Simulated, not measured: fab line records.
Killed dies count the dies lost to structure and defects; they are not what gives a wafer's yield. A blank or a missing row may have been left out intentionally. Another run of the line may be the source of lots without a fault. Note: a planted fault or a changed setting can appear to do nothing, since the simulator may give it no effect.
fab line records ; flow sky130
record lots=7; wafers=21; last-day=49
route steps=708 shown VIA4@645
lots untouched by any fault: they come from a run of this same line in which no faults occurred
start-h: the number of hours between the record's first day and the start of the first shown wafer of the lot ; wait-h: hours from the lot's prior step to this one ; " identical to the entry in the row above ; L1.1+2: several wafers, shown together as one row ; - no value present, or no start provided ; * or withheld: withheld ; < > ~ a bound
route shown NAME@n: a module of which the file shows steps, and the number in the route of the first ; usual: average and standard deviation across the fault-free wafers ; same: alike in all rows ; chamber/n: place in a boat ; sites: each site's reading ; _std_site: the standard deviation of these ; _edge_site: inner sites' mean taken away from outer sites' mean ; radius-mm: for every site, how far away it sits from the centre of the wafer ; mask NAME#n: copy n ; behind: the tool/chamber that last shaped the wafer ; hold: why the lot went on hold/how many hours it stayed there/how the hold came to an end ; device: which transistor (n, p or np) failed to switch ; end of line: tests run on the same wafers once the route is complete ; a step with no rows: only its recipe ; killed: not the wafer's yield, but the dies lost to structure and defects at the first sort ; map: the dies of a wafer, with x for killed, . for not killed, _ for no die there
set.NAME: the setting as run; set.NAME@STEP: as run at that earlier step ; model.NAME: the simulator's own value behind a step, which no gauge read
lots seen at some steps along the route; tables by step, rows by wafer
services: when a tool's chamber went out of use (start-h, in hours from the record's first day, below 0 if earlier), for how many hours, and the reason
## steps
# step SKY_VIA4_COAT_06
# recipe resist=NOVOLAK; spin-rpm=3000; resist-thk-nm=1140
# step SKY_VIA4_SOFTBAKE_07
# recipe temp-c=90; time-s=60; resist=NOVOLAK
# step SKY_VIA4_EXPOSE_08
# recipe mask-id=VIM4; na=0.6; source-shape=conventional; sigma-outer=0.6; polarization=unpolarized; target-cd-nm=800; dose-mj=132
# step SKY_VIA4_PEB_09
# recipe temp-c=withheld; time-s=*; resist=NOVOLAK
# step SKY_VIA4_DEVELOP_10
# recipe resist=NOVOLAK; developer=TMAH; develop-time-s=60; dev-temp-c=23
# step SKY_VIA4_OVL_MEAS_11
# usual VIA4_OVL=1.2/1.3
lot.wafer;tool;chamber;start-h;wait-h;VIA4_OVL[nm]
L455.3;overlay-01;-;1027.90;0.1;1.6
L455.5;overlay-01;-;1027.90;0.1;1.8
L455.6;overlay-01;-;1027.90;0.1;1.0
L466.1;overlay-01;-;1089.27;0.1;1.5
L466.2;overlay-01;-;1089.27;0.1;1.3
L466.5;overlay-01;-;1089.27;0.1;0.9
L467.1;overlay-01;-;1101.62;0.1;0.5
L467.3;overlay-01;-;1101.62;0.1;0.0
L467.5;overlay-01;-;1101.62;0.1;2.0
L468.1;overlay-01;-;1107.92;0.1;-1.1
L468.2;overlay-01;-;1107.92;0.1;0.1
L468.3;overlay-01;-;1107.92;0.1;2.6
L469.2;overlay-02;-;1113.54;0.1;1.7
L469.3;overlay-02;-;1113.54;0.1;0.6
L469.4;overlay-02;-;1113.54;0.1;1.2
L472.2;overlay-01;-;1121.73;0.1;-1.4
L472.3;overlay-01;-;1121.73;0.1;0.9
L472.5;overlay-01;-;1121.73;0.1;1.6
L473.2;overlay-02;-;1127.18;0.1;-1.6
L473.5;overlay-02;-;1127.18;0.1;1.2
L473.6;overlay-02;-;1127.18;0.1;2.1
# step SKY_VIA4_ETCH_12
# recipe target=SiO2; chemistry=C4F8/O2/Ar; stop-on=TiN; mask-material=NOVOLAK; source-w=1500; bias-w=1200; pressure-mtorr=40; c4f8-flow-sccm=withheld; O2_flow_sccm=6; Ar_flow_sccm=300; time-s=withheld; target-depth-a=5800
# usual chamber-pressure-mTorr=39.99/0.044; oes-product-au=0.926/0.0046
lot.wafer;tool;chamber;start-h;wait-h;chamber-pressure-mTorr;oes-product-au
L455.3;rie-diel-03;0;1027.92;0.0;39.98;0.933
L455.5;rie-diel-03;3;1027.92;0.0;39.94;0.930
L455.6;rie-diel-03;2;1027.92;0.0;39.96;0.928
L466.1;rie-diel-01;0;1089.31;0.0;40.01;0.927
L466.2;rie-diel-01;2;1089.31;0.0;40.02;0.919
L466.5;rie-diel-01;1;1089.31;0.0;40.09;0.935
L467.1;rie-diel-04;0;1101.66;0.0;40.01;0.926
L467.3;rie-diel-04;3;1101.66;0.0;39.94;0.933
L467.5;rie-diel-04;3;1101.66;0.0;39.99;0.921
L468.1;rie-diel-04;2;1107.96;0.0;39.91;0.923
L468.2;rie-diel-04;1;1107.96;0.0;39.96;0.923
L468.3;rie-diel-04;0;1107.96;0.0;39.99;0.927
L469.2;rie-diel-03;0;1113.57;0.0;40.03;0.926
L469.3;rie-diel-03;1;1113.57;0.0;40.00;0.931
L469.4;rie-diel-03;2;1113.57;0.0;39.96;0.926
L472.2;rie-diel-01;2;1121.76;0.0;40.01;0.921
L472.3;rie-diel-01;0;1121.76;0.0;40.02;0.915
L472.5;rie-diel-01;3;1121.76;0.0;40.03;0.920
L473.2;rie-diel-01;0;1127.21;0.0;39.97;0.925
L473.5;rie-diel-01;1;1127.21;0.0;39.99;0.917
L473.6;rie-diel-01;2;1127.21;0.0;40.03;0.930
# step SKY_VIA4_STRIP_13
# recipe chemistry=O2/N2; power-w=1400; pressure-mtorr=1500; platen-temp-c=withheld; o2-flow-sccm=3000; n2-flow-sccm=300; overash-fraction=0.5
# usual chamber-pressure-mTorr=1500.0/1.3; drypump-motor-current-A=5.65/0.18; oes-product-au=0.709/0.0048; strip-time-to-endpoint-s=12.801/0.029
lot.wafer;tool;chamber;start-h;wait-h;chamber-pressure-mTorr;drypump-motor-current-A;oes-product-au;rf-hours-counter-h;strip-time-to-endpoint-s
L455.3;plasma-asher-03;0;1028.03;-;1503.5;5.82;0.718;-;12.817
L455.5;plasma-asher-03;1;1028.03;-;1501.2;5.42;0.717;-;12.772
L455.6;plasma-asher-03;0;1028.03;-;1499.4;5.85;0.712;-;12.792
L466.1;plasma-asher-01;0;1089.38;-;1501.0;5.48;0.717;66;12.771
L466.2;plasma-asher-01;1;1089.38;-;1499.0;5.77;0.716;66;12.800
L466.5;plasma-asher-01;0;1089.38;-;1499.5;5.48;0.719;-;12.798
L467.1;plasma-asher-03;1;1101.73;-;1502.4;5.43;0.710;35;12.835
L467.3;plasma-asher-03;0;1101.73;-;1500.1;5.82;0.708;-;12.814
L467.5;plasma-asher-03;1;1101.73;-;1500.0;5.37;0.708;-;12.828
L468.1;plasma-asher-04;0;1108.03;-;1500.2;5.76;0.714;4;12.809
L468.2;plasma-asher-04;1;1108.03;-;1502.2;5.86;0.701;4;12.820
L468.3;plasma-asher-04;0;1108.03;-;1498.7;5.75;0.717;-;12.833
L469.2;plasma-asher-01;0;1113.64;-;1499.7;5.49;0.705;69;12.787
L469.3;plasma-asher-01;0;1113.64;-;1497.7;5.50;0.710;-;12.785
L469.4;plasma-asher-01;1;1113.64;-;1500.6;5.73;0.710;-;12.806
L472.2;plasma-asher-01;0;1121.83;-;1499.6;5.52;0.703;70;12.779
L472.3;plasma-asher-01;1;1121.83;-;1500.8;5.72;0.707;-;12.759
L472.5;plasma-asher-01;0;1121.83;-;1501.9;5.47;0.716;-;12.831
L473.2;plasma-asher-04;0;1127.28;-;1498.7;5.75;0.716;6;12.770
L473.5;plasma-asher-04;0;1127.28;-;1500.0;5.75;0.711;-;12.815
L473.6;plasma-asher-04;1;1127.28;-;1500.7;5.86;0.715;-;12.832
# step SKY_VIA4_STRIP_14
# recipe chemistry=post-etch-residue-remover; time-s=1200; temp-c=72.5
# step SKY_VIA4_CLEAN_15
# recipe chemistry=IPA; time-s=180; temp-c=25
# step SKY_VIA4_CLEAN_16
# recipe chemistry=O3/DIW; dry=n2-spin
# step SKY_VIA4_SPUTTER_17
# recipe material=TiN; target-thk-nm=20; chamber-pressure-pa=5; power-w=4000; time-s=80
# usual throttle-valve-pct=30.3/0.73
lot.wafer;tool;chamber;start-h;wait-h;throttle-valve-pct
L455.3;pvd-sputter-01;-;1028.58;0.0;30.8
L455.5;pvd-sputter-01;-;1028.58;0.0;29.6
L455.6;pvd-sputter-01;-;1028.58;0.0;30.7
L466.1;pvd-sputter-02;-;1090.02;0.0;31.4
L466.2;pvd-sputter-02;-;1090.02;0.0;29.9
L466.5;pvd-sputter-02;-;1090.02;0.0;29.1
L467.1;pvd-sputter-02;-;1102.32;0.0;29.2
L467.3;pvd-sputter-02;-;1102.32;0.0;31.3
L467.5;pvd-sputter-02;-;1102.32;0.0;29.1
L468.1;pvd-sputter-04;-;1108.63;0.0;30.1
L468.2;pvd-sputter-04;-;1108.63;0.0;31.7
L468.3;pvd-sputter-04;-;1108.63;0.0;29.5
L469.2;pvd-sputter-01;-;1114.23;0.0;29.9
L469.3;pvd-sputter-01;-;1114.23;0.0;30.8
L469.4;pvd-sputter-01;-;1114.23;0.0;30.0
L472.2;pvd-sputter-01;-;1122.43;0.0;30.8
L472.3;pvd-sputter-01;-;1122.43;0.0;30.1
L472.5;pvd-sputter-01;-;1122.43;0.0;30.8
L473.2;pvd-sputter-01;-;1128.31;0.0;30.1
L473.5;pvd-sputter-01;-;1128.31;0.0;30.2
L473.6;pvd-sputter-01;-;1128.31;0.0;30.8
# step SKY_VIA4_CVD_18
# recipe material=W; target-thk-nm=505; time-s=152.14; temp-c=400; pressure-torr=40
# usual chamber-pressure-Torr=40.00/0.087; heater-power-outer-w=496/25; heater-power-w=816/76
lot.wafer;tool;chamber;start-h;wait-h;chamber-pressure-Torr;heater-power-outer-w;heater-power-w
L455.3;cvd-w-02;0;1028.70;0.1;40.02;486;724
L455.5;cvd-w-02;0;1028.70;0.1;40.04;487;736
L455.6;cvd-w-02;1;1028.70;0.1;39.97;459;757
L466.1;cvd-w-02;0;1090.08;0.0;-;-;-
L466.2;cvd-w-02;1;1090.08;0.0;-;-;-
L466.5;cvd-w-02;1;1090.08;0.0;-;-;-
L467.1;cvd-w-02;0;1102.38;0.0;-;-;-
L467.3;cvd-w-02;1;1102.38;0.0;-;-;-
L467.5;cvd-w-02;1;1102.38;0.0;-;-;-
L468.1;cvd-w-01;1;1108.69;0.0;-;-;-
L468.2;cvd-w-01;1;1108.69;0.0;-;-;-
L468.3;cvd-w-01;1;1108.69;0.0;-;-;-
L469.2;cvd-w-02;0;1114.30;0.0;39.99;474;733
L469.3;cvd-w-02;0;1114.30;0.0;40.06;472;726
L469.4;cvd-w-02;1;1114.30;0.0;40.04;467;775
L472.2;cvd-w-01;0;1122.49;0.0;40.12;522;853
L472.3;cvd-w-01;1;1122.49;0.0;40.12;524;896
L472.5;cvd-w-01;0;1122.49;0.0;40.04;523;877
L473.2;cvd-w-01;1;1128.37;0.0;39.99;517;915
L473.5;cvd-w-01;0;1128.37;0.0;39.96;514;874
L473.6;cvd-w-01;1;1128.37;0.0;40.08;529;902
# step SKY_VIA4_RS_MEAS_19
# recipe thk-meas-gauge=four-point-probe; reads=W_of_VIA4_CVD_18+TiN_of_VIA4_SPUTTER_17
# usual VIA4_W_RS=0.2279/0.0023
lot.wafer;tool;chamber;start-h;wait-h;VIA4_W_RS[ohm/sq]
L455.3;film-metro-04;-;1028.84;0.1;0.2260
L455.5;film-metro-04;-;1028.84;0.1;0.2292
L455.6;film-metro-04;-;1028.84;0.1;0.2273
L466.1;film-metro-01;-;1090.23;0.1;58.463
L466.2;film-metro-01;-;1090.23;0.1;57.963
L466.5;film-metro-01;-;1090.23;0.1;58.599
L467.1;film-metro-03;-;1102.54;0.1;57.803
L467.3;film-metro-03;-;1102.54;0.1;57.870
L467.5;film-metro-03;-;1102.54;0.1;58.204
L468.1;film-metro-04;-;1108.99;0.3;57.580
L468.2;film-metro-04;-;1108.99;0.3;58.030
L468.3;film-metro-04;-;1108.99;0.3;57.632
L469.2;film-metro-01;-;1114.47;0.1;0.2269
L469.3;film-metro-01;-;1114.47;0.1;0.2286
L469.4;film-metro-01;-;1114.47;0.1;0.2315
L472.2;film-metro-03;-;1122.67;0.1;0.2317
L472.3;film-metro-03;-;1122.67;0.1;0.2298
L472.5;film-metro-03;-;1122.67;0.1;0.2324
L473.2;film-metro-03;-;1128.54;0.1;0.2260
L473.5;film-metro-03;-;1128.54;0.1;0.2284
L473.6;film-metro-03;-;1128.54;0.1;0.2268
# step SKY_VIA4_THK_MEAS_20
# recipe thk-meas-gauge=xrf; reads=W_of_VIA4_CVD_18
# usual VIA4_W_THK=496/6.6
lot.wafer;tool;chamber;start-h;wait-h;VIA4_W_THK[nm]
L455.3;film-metro-04;-;1028.94;0.1;495
L455.5;film-metro-04;-;1028.94;0.1;488
L455.6;film-metro-04;-;1028.94;0.1;493
L466.1;film-metro-01;-;1090.35;0.1;-
L466.2;film-metro-01;-;1090.35;0.1;<0
L466.5;film-metro-01;-;1090.35;0.1;<0
L467.1;film-metro-03;-;1102.66;0.1;-
L467.3;film-metro-03;-;1102.66;0.1;<0
L467.5;film-metro-03;-;1102.66;0.1;-
L468.1;film-metro-04;-;1109.11;0.1;<0
L468.2;film-metro-04;-;1109.11;0.1;<0
L468.3;film-metro-04;-;1109.11;0.1;-
L469.2;film-metro-01;-;1114.58;0.1;498
L469.3;film-metro-01;-;1114.58;0.1;495
L469.4;film-metro-01;-;1114.58;0.1;490
L472.2;film-metro-03;-;1122.78;0.1;489
L472.3;film-metro-03;-;1122.78;0.1;496
L472.5;film-metro-03;-;1122.78;0.1;484
L473.2;film-metro-03;-;1128.65;0.1;496
L473.5;film-metro-03;-;1128.65;0.1;489
L473.6;film-metro-03;-;1128.65;0.1;498
# step SKY_VIA4_CMP_21
# recipe stop-on=SiO2; t-overpolish-s=25; down-force-psi=3.5; platen-rpm=60; target-thk-nm=0; pad-velocity-m-s=0.94248
# usual head-pressure-psi=3.500/0.0085; motor-current-A=11.3/1; time-to-endpoint-s=121/3.6
lot.wafer;tool;chamber;start-h;wait-h;head-pressure-psi;motor-current-A;time-to-endpoint-s
L455.3;cmp-01;2;1029.13;0.2;3.507;10.4;128
L455.5;cmp-01;3;1029.13;0.2;3.493;11.9;120
L455.6;cmp-01;0;1029.13;0.2;3.503;11.3;123
L466.2;cmp-02;1;1090.46;0.1;3.503;12.5;5
L466.1;cmp-02;3;1090.46;0.1;3.499;11.2;2
L466.5;cmp-02;1;1090.46;0.1;3.501;13.3;8
L467.1;cmp-01;0;1102.72;0.1;3.493;11.2;6
L467.3;cmp-01;2;1102.72;0.1;3.496;10.6;10
L467.5;cmp-01;0;1102.72;0.1;3.495;10.4;5
L468.2;cmp-01;1;1109.22;0.1;3.512;11.5;5
L468.3;cmp-01;2;1109.22;0.1;3.490;10.6;7
L468.1;cmp-01;3;1109.22;0.1;3.510;11.4;5
L469.4;cmp-01;0;1114.88;0.3;3.510;11.5;122
L469.2;cmp-01;1;1114.88;0.3;3.500;11.7;124
L469.3;cmp-01;2;1114.88;0.3;3.507;10.5;123
L472.2;cmp-01;3;1122.83;0.0;3.497;11.9;123
L472.3;cmp-01;1;1122.83;0.0;3.507;11.3;125
L472.5;cmp-01;3;1122.83;0.0;3.507;12.1;120
L473.2;cmp-01;2;1128.80;0.1;3.480;9.9;119
L473.6;cmp-01;0;1128.80;0.1;3.511;11.2;121
L473.5;cmp-01;1;1128.80;0.1;3.514;11.6;118
## services
tool;chamber;start-h;hours;kind
cvd-w-01;0;1005.84;2.9;repair
cvd-w-02;1;1021.33;5.4;repair
rie-diel-01;-;1028.10;4.2;repair
cmp-01;-;1042.19;10.5;pm
pvd-sputter-01;-;1046.20;4.0;repair
rie-diel-01;1;1053.00;20.2;repair
pvd-sputter-02;-;1054.42;3.2;repair
cmp-02;-;1054.84;4.6;pm
plasma-asher-04;-;1055.25;9.0;pm
rie-diel-01;-;1056.77;2.8;pm
rie-diel-04;3;1062.01;1.8;repair
rie-diel-04;3;1066.56;6.9;repair
cmp-02;-;1084.12;4.0;pm
pvd-sputter-04;-;1093.18;4.2;repair
plasma-asher-04;-;1094.92;4.0;repair
cvd-w-01;-;1097.49;0.8;repair
cmp-02;-;1099.61;0.3;repair
cmp-02;-;1100.02;0.6;repair
cvd-w-01;0;1106.03;15.8;repair
pvd-sputter-02;-;1111.53;1.7;repair
rie-diel-03;2;1115.20;13.1;repair
pvd-sputter-01;3;1118.73;-;consumable-replace:kit
pvd-sputter-01;3;1118.73;18.0;scheduled-down
pvd-sputter-01;3;1118.73;18.0;vent-cycle
## key
first-sign step=SKY_VIA4_CVD_18; reading=tool-record; direction=missing
effect step=SKY_VIA4_RS_MEAS_19; reading=VIA4_W_RS; direction=up; sigmas=99+; usual=0.2279; struck=58.016
effect step=SKY_VIA4_THK_MEAS_20; reading=VIA4_W_THK; direction=down; sigmas=75; usual=496; struck=<0
effect step=SKY_VIA4_CMP_21; reading=time-to-endpoint-s; direction=down; sigmas=32; usual=*; struck=*
met-at SKY_VIA4_CVD_18
struck-wafers L466.1,L466.2,L466.5,L467.1,L467.3,L467.5,L468.1,L468.2,L468.3
later-rows-left-out L466.1,L466.2,L466.5,L467.1,L467.3,L467.5,L468.1,L468.2,L468.3
sort-left-out L466.1,L466.2,L466.5,L467.1,L467.3,L467.5,L468.1,L468.2,L468.3
onset-between 1028.70 1090.08
fault kind=skipped-step-whole; tool=cvd-w-01,cvd-w-02; chamber=-; onset-h=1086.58; steps=SKY_VIA4_CVD_18; scope=struck-lots-only
# sort-left-out: the simulated sort isn't trusted on such a fault, so these wafers' sort isn't shown, and their yield isn't known
# later-rows-left-out: the simulator's readings of these wafers behind a module that went badly wrong aren't trusted and aren't shown, but for the sort
